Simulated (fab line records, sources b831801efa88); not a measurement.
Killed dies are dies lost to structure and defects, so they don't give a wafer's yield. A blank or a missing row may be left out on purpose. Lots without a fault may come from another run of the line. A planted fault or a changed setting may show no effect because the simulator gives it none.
Chamber matching | flow gf180mcu | GF_V2_CMP_26 on cmp-01: 4 sister chambers
The step polishes, stops on SiO2, t overpolish 15 s, target thk 0 nm. 14 wafers are shown with their chamber, then 7 later ones without.

WAFERS WITH THEIR CHAMBER
wafer  | chamber | motor_current_A (A) | time_to_endpoint_s (s) | overpolish_run_s (s)
L227.1 | 0       | 11.0                | 88                     | 15.003
L227.5 | 0       | 11.1                | 90                     | 15.007
L227.6 | 3       | 13.4                | 86                     | 15.009
L231.1 | 1       | 10.8                | 81                     | 15.010
L231.4 | 2       | 10.7                | 88                     | 15.003
L231.5 | 2       | 10.3                | 89                     | 15.005
L243.3 | 3       | 13.3                | 82                     | 14.997
L243.5 | 1       | 11.0                | 81                     | 15.020
L243.6 | 2       | 11.3                | 84                     | 15.003
L244.3 | 2       | 10.8                | 86                     | 15.009
L244.5 | 1       | 11.1                | 81                     | 15.005
L244.6 | 2       | 10.6                | 89                     | 14.997
L246.1 | 1       | 10.9                | 80                     | 15.011
L246.4 | 0       | 11.2                | 87                     | 15.007

SIGNATURES (means of the wafers above)
reading            | chamber 0 | chamber 1 | chamber 2 | chamber 3 | scatter within a chamber
motor_current_A    | 11.100    | 10.950    | 10.740    | 13.350    | 0.246
time_to_endpoint_s | 88.33     | 80.75     | 87.20     | 84.00     | 1.79
overpolish_run_s   | 15.00567  | 15.01150  | 15.00340  | 15.00300  | 0.00524
Rule: a wafer's distance from a chamber is the root of the sum, over the readings, of the square of ((its reading less the chamber's mean) divided by the reading's scatter). The wafer belongs to the nearest chamber; if the next one is less than 2 further off, it can't be placed. The scatter: the root of (the sum of the squares of (reading less its chamber's mean) over the shown wafers, divided by (wafers less chambers)).

WAFERS WITHOUT THEIR CHAMBER
wafer  | motor_current_A (A) | time_to_endpoint_s (s) | overpolish_run_s (s)
L246.5 | 10.4                | 87                     | 15.017
L248.1 | 13.5                | 87                     | 15.003
L248.3 | 10.8                | 88                     | 15.006
L248.6 | 10.7                | 81                     | 15.004
L250.1 | 13.5                | 91                     | 14.993
L250.3 | 11.0                | 81                     | 14.984
L250.5 | 10.9                | 85                     | 14.995

WHICH CHAMBER EACH WENT THROUGH
wafer  | from the rows above          | in truth
L246.5 | can't be placed: 2 or 0 or 1 | 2
L248.1 | 3                            | 3
L248.3 | can't be placed: 2 or 0      | 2
L248.6 | can't be placed: 1 or 2      | 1
L250.1 | 3                            | 3
L250.3 | can't be placed: 2 or 1 or 0 | 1
L250.5 | can't be placed: 2 or 0 or 1 | 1
Placed correctly: 2 of 7. Can't be placed from these rows: 5 (the true chamber is among the candidates in 5). Placed wrongly: 0.
